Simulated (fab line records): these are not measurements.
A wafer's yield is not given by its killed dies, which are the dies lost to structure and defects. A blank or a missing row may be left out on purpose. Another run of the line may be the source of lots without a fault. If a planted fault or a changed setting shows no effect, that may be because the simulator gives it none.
A struck lot beside a sound one + flow sky130 + 14 steps out of a route of 708
Sound: wafers L656.2, L656.4, L656.6. Struck: wafer L666.1 (L666.5, L666.6, from the same lot, were not struck and are left out); the cause is given at the end.
Each step with rows lists, per side, the tool, then ch with its chambers, then its first start. Under that, the readings that differ: sound wafers + struck wafers + difference of the means + sigmas: that difference in standard deviations of wafers without a fault.
alike: a reading whose means differ by less than 2 such deviations, as well as words and numbers matching on both sides. not compared: withheld readings; readings where some wafer has no value; bounds like >300 that might hide an equal value; numbers whose values overlap and for which the record gives no deviation.
Wherever a step has rows on one side only, a row that says differs or no value, or a row with sigmas, the two part there. When numbers do not overlap yet have no deviation, they are printed without sigmas and do not part them. A reading missing from all wafers of one side parts the sides only when that side holds two or more wafers.

SKY_VIA3_CD_MEAS_12: the cd target is 200 nm.
  struck on cd_sem-01, day 45 12:54; sound on cd_sem-02, day 43 01:34
  alike: cd_nm
SKY_VIA3_OVL_MEAS_13:
  struck on overlay-02, day 45 13:01; sound on overlay-02, day 43 01:41
  alike: VIA3_OVL
SKY_VIA3_ETCH_14: etches BARC in N2/H2, stops on SiO2, time 45.9 s, target depth 60 nm.
  sound on rie_diel-03 ch 0,2, day 43 01:43; struck on rie_diel-04 ch 1, day 45 13:04
| reading                | sound                | struck | difference | sigmas |
|------------------------|----------------------|--------|------------|--------|
| throttle_valve_pct (%) | 13.220 13.238 13.219 | 13.202 | -0.024     | -2     |
  alike: bias_w, drypump_motor_current_A, oes_product_au
  not compared: rf_hours_counter_h
SKY_VIA3_ETCH_15: etches SiO2 in C4F8/O2/Ar, stops on TiN, target depth 507 nm, time 78 s.
  sound on rie_diel-03 ch 0,2, day 43 01:45; struck on rie_diel-04 ch 1, day 45 13:06
  alike: bias_w, oes_product_au
  not compared: rf_hours_counter_h
SKY_VIA3_STRIP_16: strips in O2/N2.
  sound on plasma_asher-04 ch 0, day 43 01:49; struck on plasma_asher-02 ch 1, day 45 13:10
  alike: drypump_motor_current_A, oes_product_au, strip_time_to_endpoint_s
  not compared: rf_hours_counter_h
then, 3 steps without rows for these wafers: SKY_VIA3_STRIP_17 (strips in post etch residue remover, time 1200 s); SKY_VIA3_CLEAN_18 (cleans in IPA, time 180 s); SKY_VIA3_CLEAN_19 (cleans in O3/DIW).
SKY_VIA3_SPUTTER_20: material TiN, target thk 20 nm, time 80 s.
  struck on pvd_sputter-02, day 45 13:46; sound on pvd_sputter-04, day 43 02:25
  alike: throttle_valve_pct
SKY_VIA3_CVD_21: deposits W, target thk 390 nm, time 117.31 s.
  sound on cvd_w-01 ch 0,1, day 43 02:28; struck on cvd_w-02 ch 0, day 45 13:49
| reading            | sound       | struck | difference | sigmas |
|--------------------|-------------|--------|------------|--------|
| heater_power_w (W) | 886 914 898 | 758    | -141       | -2     |
  alike: susceptor_temp_C
  not compared: since_wet_clean_h
SKY_VIA3_RS_MEAS_22: uses a four-point probe to measure.
  struck on film_metro-02, day 45 13:56; sound on film_metro-01, day 43 02:37
  alike: VIA3_W_RS
SKY_VIA3_THK_MEAS_23: measures by xrf.
  struck on film_metro-02, day 45 14:04; sound on film_metro-01, day 43 02:43
  alike: VIA3_W_THK
SKY_VIA3_CMP_24: polishes, stops on SiO2, t overpolish 20 s, target thk 0 nm.
  sound on cmp-02 ch 0,1,2, day 43 02:49; struck on cmp-02 ch 0, day 45 14:16
| reading                | sound                | struck | difference | sigmas      |
|------------------------|----------------------|--------|------------|-------------|
| overpolish_run_s (s)   | 20.005 19.997 19.995 | 0.037  | -19.962    | -99 or more |
| time_to_endpoint_s (s) | 96 92 97             | 148    | +53        | +15         |
  alike: motor_current_A
then, 1 step without rows for these wafers: SKY_METAL4_SPUTTER_00 (material Ti, target thk 15 nm, time 10 s).

WHERE THEY PART
At SKY_VIA3_ETCH_14 first; at SKY_VIA3_CMP_24 last (within this record only).

WHY: the cause the simulator had injected
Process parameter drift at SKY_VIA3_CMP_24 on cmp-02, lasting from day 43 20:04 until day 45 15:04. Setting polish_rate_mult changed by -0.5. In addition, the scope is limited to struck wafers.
